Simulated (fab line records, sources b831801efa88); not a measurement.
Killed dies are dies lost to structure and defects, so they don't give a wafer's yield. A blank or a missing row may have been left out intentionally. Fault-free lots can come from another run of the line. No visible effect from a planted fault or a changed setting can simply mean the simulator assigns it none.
Which tool did it?    flow gf180mcu    13 lots with 39 wafers sampled at 2 steps, on a route of 602 steps

## WHAT THE GAUGES SHOWED, per wafer
GF_VT_IMPLANT_OVL_MEAS_07. Usual: VT_IMPLANT_OVL -0.8 nm, standard deviation 1.3.
lot   measured      on          VT_IMPLANT_OVL (nm)  flag
L757  day 5 20:28   overlay-02  -2.4 -1.4 -2.7       
L758  day 6 01:13   overlay-01  -0.7 0.5 0.5         
L759  day 6 05:52   overlay-01  -1.4 -1.4 1.1        
L761  day 6 15:04   overlay-01  -1.4 -2.9 -0.7       
L760  day 6 17:29   overlay-02  2.0 0.8 -0.3         
L762  day 6 22:56   overlay-01  -0.6 -0.8 0.5        
L765  day 7 14:10   overlay-02  -2.9 -3.2 -3.4       
L774  day 10 00:43  overlay-02  -2.4 -2.0 -1.9       
L775  day 10 07:01  overlay-02  -0.4 -0.3 -1.5       
L776  day 10 14:52  overlay-01  1.4 1.2 0.0          
L778  day 10 20:47  overlay-01  -1.0 -1.6 -0.2       
L779  day 11 06:31  overlay-01  -0.9 -1.4 -0.8       
L780  day 11 12:46  overlay-01  -2.2 -0.4 -2.5       

## TOOL THAT RAN EACH LOT (tool first, then ch and the chambers of the sampled wafers, then the start)
lot   GF_STI_WET_ETCH_17
L757  wet bench-01 ch 2, day 2 02:50
L758  wet bench-04 ch 1, day 2 09:57
L759  wet bench-04 ch 2, day 2 15:57
L761  wet bench-04 ch 3, day 2 22:41
L760  wet bench-01 ch 3, day 2 22:42
L762  wet bench-02 ch 1, day 3 04:20
L765  wet bench-04 ch 0, day 3 18:29
L774  wet bench-04 ch 1, day 5 17:48
L775  wet bench-02 ch 0, day 5 22:46
L776  wet bench-01 ch 0, day 6 05:36
L778  wet bench-01 ch 2, day 6 13:28
L779  wet bench-04 ch 3, day 6 19:03
L780  wet bench-02 ch 1, day 7 00:47
- GF_STI_WET_ETCH_17: etches Si3N4 in H3PO4, target depth 45 nm, time 514 s.

## AS READ BY THE TOOLS THEMSELVES (means over the sampled wafers that have a number; for cases with no such wafer, the mark the record gives instead)
GF_STI_WET_ETCH_17. Usual: bath guard temp C 159.8 C, standard deviation 0.58; bath heat duty pct 28.1 %, standard deviation 2.3; temp c 159.99 C, standard deviation 0.14.
lot   tool          bath guard temp C (C)  bath heat duty pct (%)  temp c (C)  flag
L757  wet bench-01  160.0                  28.1                    160.01      
L758  wet bench-04  158.8                  27.3                    160.00      
L759  wet bench-04  160.6                  25.2                    160.02      
L761  wet bench-04  160.2                  30.0                    159.94      
L760  wet bench-01  159.7                  30.4                    160.23      
L762  wet bench-02  160.1                  23.4                    160.17      
L765  wet bench-04  160.3                  27.4                    159.99      
L774  wet bench-04  154.4                  24.2                    155.18      OFF
L775  wet bench-02  160.2                  29.0                    159.90      
L776  wet bench-01  159.3                  28.6                    160.15      
L778  wet bench-01  159.7                  28.6                    160.03      
L779  wet bench-04  160.1                  29.5                    160.11      
L780  wet bench-02  159.9                  23.2                    160.02      

## THE ANSWER, worked out from the rows above alone
Rule: take the mean of a lot's wafers that have a number; if it is more than 3 standard deviations from the usual mean, the lot is off. Also off: a lot with no number at a reading for which 4 or more lots have one. The other lots that the step has rows for count as sound. Order of review: gauges by route order, followed by the tools' own readings, for which a lot's mean as printed above is used. At the first step where some lot is off, the reading lying furthest off is the one used; lots without a number count as furthest.
Off: L774, at GF_STI_WET_ETCH_17 (temp c).
A tool fits if, at that step or a process step before it, it ran every lot that is off, and no sound lot after the first of them. None of those tried fits.

## WHAT HAD BEEN PUT IN BY THE SIMULATOR
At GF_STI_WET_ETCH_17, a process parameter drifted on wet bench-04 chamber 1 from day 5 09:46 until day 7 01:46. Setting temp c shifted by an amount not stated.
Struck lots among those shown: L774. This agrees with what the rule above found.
